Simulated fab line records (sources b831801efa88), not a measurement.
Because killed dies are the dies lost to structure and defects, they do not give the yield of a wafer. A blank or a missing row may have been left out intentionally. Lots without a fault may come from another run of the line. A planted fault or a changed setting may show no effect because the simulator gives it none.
Code-filled problem report in 8D (eight disciplines) form | flow gf180mcu | the parts of the form that need people (team, actions taken, sign-off) are left out

1. PROBLEM STATEMENT
Wafers without a fault read 38.01, standard deviation 0.044; exposure-dose-mJ-cm2 at GF_V2_EXPOSE_11 reads a mean of 37.27 on 9 wafers belonging to 3 lots. That puts it -17 standard deviations away from the usual mean.
The step: exposes mask Via2, target cd 260 nm.
First observed at day 22 16:06: wafer L231.3, on krf-scanner-02. Wafers with a number at this step in the record: 21, from 7 lots. By rule, "out" or "out of limits" means more than 4 standard deviations away from the usual mean. Any other wafer with a number is counted as sound.

2. WHAT IT IS, AND WHAT IT ISN'T
question                    | is                     | is not
which readings at this step | exposure-dose-mJ-cm2   | -
which lots                  | L231, L234, L236       | L224, L235, L240, L243
which wafers of those lots  | all that have a number | -
read on which tools         | krf-scanner-02         | krf-scanner-01
when                        | from day 22 16:06      | up to then (3 sound wafers); but 9 sound wafers of L235, L240, L243 came after

3. WHAT RULES OUT EACH SUSPECT
Counting: any tool at a process step up to the reading is kept as a suspect provided that every lot that is out went through it and no sound lot did after the first of them.
- krf-scanner-02 at GF_V2_EXPOSE_11 (exposes mask Via2, target cd 260 nm): kept. It ran every lot that is out, first L231 (day 22 16:06), and no sound lot after that; its last sound lot up to then is L224 (day 20 01:33). Out on those wafers are its own readings of exposure-dose-mJ-cm2.
The count leaves krf-scanner-02 at GF_V2_EXPOSE_11.

4. THE CAUSE (what the simulator had put in)
Process parameters drifting: krf-scanner-02 at GF_V2_EXPOSE_11, beginning at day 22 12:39. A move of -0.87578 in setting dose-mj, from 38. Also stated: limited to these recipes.
This tool alone remained once counting was done.

5. THE CHAIN OF EFFECTS, in route order
Each row: a reading whose mean over the struck wafers that have a number lies more than 3 standard deviations from the usual. Only readings whose record carries a usual standard deviation are examined. hours: median over the lots of the time between each lot's start at the first step of this table that gives one and its start at this step. sigmas: the change, counted in usual standard deviations.
hours | step            | reading              | usual | on struck wafers | change | sigmas
0     | GF_V2_EXPOSE_11 | exposure-dose-mJ-cm2 | 38.01 | 37.27            | -0.74  | -17
Here are the process steps it includes:
- GF_V2_EXPOSE_11: exposes mask Via2, target cd 260 nm.
At these later measuring or inspecting steps, every struck wafer for which the step has a row has a number for every such reading, and none has moved that far: GF_V2_CD_MEAS_14, GF_V2_OVL_MEAS_15.

6. HOW IT WOULD HAVE BEEN CAUGHT EARLIER
First out-of-limits reading in this record: day 22 16:06, which is 3 hours after fault onset at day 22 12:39.
